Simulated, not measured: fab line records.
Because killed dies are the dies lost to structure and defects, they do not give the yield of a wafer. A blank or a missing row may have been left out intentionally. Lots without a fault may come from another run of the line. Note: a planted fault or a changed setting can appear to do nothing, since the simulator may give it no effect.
A lot that was struck, set against a sound lot    flow sky130    13 out of 708 route steps
Sound: wafers L789.1, L789.2, L789.4. Wafers L799.3, L799.4, L799.6 were the ones struck. At the end, the cause is stated.
Order at every step that has rows: each side's tool, ch and its chambers, its first start. Under that, the readings that differ: sound wafers    struck wafers    difference of the means    sigmas: that difference in standard deviations of wafers without a fault.
alike: a reading whose means differ by less than 2 such deviations, as well as words and numbers matching on both sides. not compared: withheld readings; readings where some wafer has no value; bounds like >300 that might hide an equal value; numbers whose values overlap and for which the record gives no deviation.
The two part at a step that has a row with sigmas, a row that says differs or no value, or rows on one side only. Numbers that don't overlap but have no deviation are shown without sigmas and don't part them. A reading missing from all wafers of one side parts the sides only when that side holds two or more wafers.

SKY_FIELD_ISO_BOW_MEAS_00:
  struck on film metro-04, day 4 18:02; sound on film metro-04, day 2 16:00
  alike: INCOMING_BOW
then, 1 step without rows for these wafers: SKY_FIELD_ISO_OXIDATION_01 (stabilise 600 s, purge 300 s, target thk 12 nm).
SKY_FIELD_ISO_THK_MEAS_02:
  struck on film metro-02, day 4 20:04; sound on film metro-01, day 2 17:38
  alike: FIELD_ISO_OXIDATION_00_THK
then, 1 step without rows for these wafers: SKY_FIELD_ISO_CVD_03 (deposits Si3N4 from DCS/NH3, target thk 165 nm, time 2830 s).
SKY_FIELD_ISO_THK_MEAS_04:
  struck on film metro-02, day 4 22:11; sound on film metro-04, day 2 19:29
  alike: FIELD_ISO_CVD_03_THK
then, 6 steps without rows for these wafers: SKY_FIELD_ISO_DEHYDRATE_05 (time 60 s); SKY_FIELD_ISO_HMDS_06 (prime time 60 s); SKY_FIELD_ISO_COAT_07 (resist thk 60 nm); SKY_FIELD_ISO_COAT_08 (resist thk 450 nm); SKY_FIELD_ISO_SOFTBAKE_09 (time 90 s); SKY_FIELD_ISO_EXPOSE_10 (exposes mask FOM, target cd 150 nm).
SKY_FIELD_ISO_PEB_11:
  struck on litho track-01, day 5 16:00; sound on litho track-04 ch 0, day 3 10:00
reading          sound           struck  difference                     sigmas
exhaust pa (Pa)  44.4 45.1 43.2  - - -   no value on the struck wafers  
  not compared: chill plate temp C
then, 1 step without rows for these wafers: SKY_FIELD_ISO_DEVELOP_12 (develop time 60 s).

== WHERE THEY PART ==
At SKY_FIELD_ISO_PEB_11 and nowhere else, as far as this record goes.

WHY: whatever the simulator had introduced
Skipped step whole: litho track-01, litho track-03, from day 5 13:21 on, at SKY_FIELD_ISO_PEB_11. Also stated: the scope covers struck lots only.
